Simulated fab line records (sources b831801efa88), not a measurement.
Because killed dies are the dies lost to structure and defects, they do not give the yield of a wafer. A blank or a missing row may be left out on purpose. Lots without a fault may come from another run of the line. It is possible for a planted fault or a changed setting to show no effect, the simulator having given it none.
Comparing a struck lot with a sound one / flow gf180mcu / 18 steps out of a route of 602
Sound: wafers L859.1, L859.3, L859.6. Struck: wafer L848.5 (L848.4, L848.6, from the same lot, were not struck and are left out); the cause is given at the end.
Order at every step that has rows: each side's tool, ch and its chambers, its first start. Under that, the readings that differ: sound wafers / struck wafers / difference of the means / sigmas: that difference in standard deviations of wafers without a fault.
alike: same words and numbers on both sides, and readings whose means sit less than 2 such deviations apart. not compared: any withheld reading, any reading some wafer has no value for, any bound like >300 that may hide the same value, and any number with overlapping values for which the record gives no deviation.
Wherever a step has rows on one side only, a row that says differs or no value, or a row with sigmas, the two part there. Numbers that have no deviation but don't overlap get no sigmas and don't part them. Lack of a reading on every wafer of one side parts them only where that side has two or more wafers.

first, 3 steps without rows for these wafers: GF_V4_EXPOSE_11 (exposes mask Via4, target cd 260 nm); GF_V4_PEB_12 (peb time 90 s); GF_V4_DEVELOP_13 (develop time 60 s).
GF_V4_CD_MEAS_14 targets a cd of 260 nm.
  struck on cdSem-01, day 26 06:40; sound on cdSem-01, day 29 15:04
  alike: cdNm
GF_V4_OVL_MEAS_15:
  struck on overlay-01, day 26 06:44; sound on overlay-01, day 29 15:11
reading=V4_OVL (nm); sound=-10 -10 -3; struck=11; difference=+19; sigmas=+3
GF_V4_ETCH_16: etches BARC in N2/H2.
  sound on rieDiel-01 ch 1,2, day 29 15:13; struck on rieDiel-03 ch 1, day 26 06:47
  alike: drypumpMotorCurrentA, oesProductAu, throttleValvePct
GF_V4_ETCH_17: etches SiO2 in C4F8/O2/Ar, stops on TiN, target depth 630 nm.
  sound: rieDiel-01 ch 1,2; struck: rieDiel-03 ch 1
  alike: oesProductAu
GF_V4_STRIP_18: strips in O2/N2.
  sound on plasmaAsher-01 ch 0,1, day 29 15:21; struck on plasmaAsher-01 ch 0, day 26 06:55
  alike: drypumpMotorCurrentA, heaterPowerW, oesProductAu
  not compared: rfHoursCounterH
then, 2 steps without rows for these wafers: GF_V4_STRIP_19 (strips in post etch residue remover, time 1200 s); GF_V4_CLEAN_20 (cleans in DIW).
GF_V4_SPUTTER_21: material Ti, target thk 15 nm, time 80.02 s.
  struck on pvdSputter-03, day 26 07:28; sound on pvdSputter-01, day 29 15:53
  alike: throttleValvePct
then, 1 step without rows for these wafers: GF_V4_SPUTTER_22 (material TiN, target thk 10 nm, time 40 s).
GF_V4_CVD_23: deposits W, target thk 350 nm, time 104.9 s.
  sound on cvdW-01 ch 1, day 29 15:59; struck on cvdW-01 ch 1, day 26 07:35
reading=model.W_of_V4_CVD_23.thkNm (nm); sound=346.5 344.7 346.2; struck=167.9; difference=-177.9; sigmas=
  alike: chamberPressureTorr, heaterPowerW
GF_V4_RS_MEAS_24: measures by four-point-probe.
  struck on filmMetro-01, day 26 07:44; sound on filmMetro-04, day 29 16:07
reading=V4_W_RS (ohm/sq); sound=0.331 0.332 0.330; struck=0.690; difference=+0.359; sigmas=+72
GF_V4_THK_MEAS_25: measures by xrf.
  struck on filmMetro-01, day 26 07:49; sound on filmMetro-04, day 29 16:14
reading=V4_W_THK (nm); sound=340 335 339; struck=165; difference=-173; sigmas=-33
GF_V4_CMP_26: polishes, stops on SiO2, t overpolish 15 s, target thk 0 nm.
  sound on cmp-01 ch 1,2,3, day 29 16:17; struck on cmp-01 ch 3, day 26 08:03
reading=timeToEndpointS (s); sound=87 82 86; struck=38; difference=-47; sigmas=-14
  alike: motorCurrentA, platenRpm
GF_MIM_SPUTTER_00: material Ti, target thk 37.5 nm, time 150 s.
  struck on pvdSputter-03, day 26 08:15; sound on pvdSputter-03, day 29 16:35
  alike: throttleValvePct
then, 1 step without rows for these wafers: GF_PASSIVATION_PROBE_99.

== WHERE THEY PART ==
First at GF_V4_OVL_MEAS_15; last, within this record, at GF_V4_CMP_26. Later steps at which nothing parts them and some readings are alike: GF_MIM_SPUTTER_00.

WHY: the cause the simulator had injected
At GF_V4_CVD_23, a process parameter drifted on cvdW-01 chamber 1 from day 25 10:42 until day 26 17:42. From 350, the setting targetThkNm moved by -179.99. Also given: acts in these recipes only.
